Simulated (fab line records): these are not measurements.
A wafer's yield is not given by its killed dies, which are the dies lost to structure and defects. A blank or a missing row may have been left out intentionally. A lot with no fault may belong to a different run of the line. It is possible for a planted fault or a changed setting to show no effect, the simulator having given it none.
What tool caused it? + flow gf180mcu + 6 lots with 18 wafers sampled at 4 steps, on a route of 602 steps

## WHAT THE GAUGES SHOWED, per wafer
GF_PASSIVATION_BOW_MEAS_14.
| lot  | measured     | on            | PASSIVATION_BOW (um) |
|------|--------------|---------------|----------------------|
| L817 | day 29 20:14 | film-metro-03 | 134 133 145          |
| L822 | day 31 04:15 | film-metro-04 | 139 149 154          |
| L824 | day 31 10:47 | film-metro-02 | 134 113 126          |
| L829 | day 32 22:39 | film-metro-02 | 118 121 131          |
| L834 | day 34 04:58 | film-metro-04 | 134 127 140          |
| L837 | day 34 17:47 | film-metro-02 | 128 136 138          |

## WHICH TOOL RAN EACH LOT (tool, then ch and the chambers of the sampled wafers, then the start)
| lot  | GF_M4_METAL_ETCH_16               | GF_PASSIVATION_ETCH_11             | GF_PASSIVATION_STRIP_12              |
|------|-----------------------------------|------------------------------------|--------------------------------------|
| L817 | rie-metal-01 ch 0,1, day 24 05:16 | rie-diel-04 ch 1,2,3, day 29 17:32 | plasma-asher-02 ch 0,1, day 29 17:48 |
| L822 | rie-metal-04 ch 0,1, day 26 00:43 | rie-diel-02 ch 0,1,2, day 31 02:23 | plasma-asher-02 ch 0,1, day 31 02:39 |
| L824 | rie-metal-03 ch 0,1, day 26 04:38 | rie-diel-03 ch 1,2,3, day 31 08:54 | plasma-asher-02 ch 0,1, day 31 09:10 |
| L829 | rie-metal-01 ch 0,1, day 28 03:31 | rie-diel-04 ch 1,2,3, day 32 20:47 | plasma-asher-04 ch 0,1, day 32 21:03 |
| L834 | rie-metal-03 ch 0,1, day 29 17:11 | rie-diel-04 ch 0,1,3, day 34 03:06 | plasma-asher-02 ch 0,1, day 34 03:22 |
| L837 | rie-metal-03 ch 0,1, day 30 06:07 | rie-diel-03 ch 1,2,3, day 34 15:54 | plasma-asher-04 ch 1, day 34 16:10   |
- GF_M4_METAL_ETCH_16: etches the open film in Cl2/BCl3, stops on SiO2, target depth 750.8 nm, time 125.1 s.
- GF_PASSIVATION_ETCH_11: etches the open film in CF4/O2, stops on TiN, target depth 2040 nm, time 453.3 s.
- GF_PASSIVATION_STRIP_12: strips in O2/N2.

## THE ANSWER, worked out from the rows above alone
Rule: the lots themselves supply what counts as usual. The widest of any qualifying gaps counts: lots, ordered by their means at a reading, are off when they make up no more than a third of the lots, leave a main group of 4 or more, and stand apart from it by 3 or more times the standard deviation of that group's means. A main group is skipped when, at the precision printed for the reading in the tables above, its means are all equal. Also off: a lot with no number at a reading for which 4 or more lots have one. Where the step has rows for the other lots, those lots are counted as sound.
No lot is off at any reading shown: from this, nothing can be told.

## WHAT HAD BEEN PUT IN BY THE SIMULATOR
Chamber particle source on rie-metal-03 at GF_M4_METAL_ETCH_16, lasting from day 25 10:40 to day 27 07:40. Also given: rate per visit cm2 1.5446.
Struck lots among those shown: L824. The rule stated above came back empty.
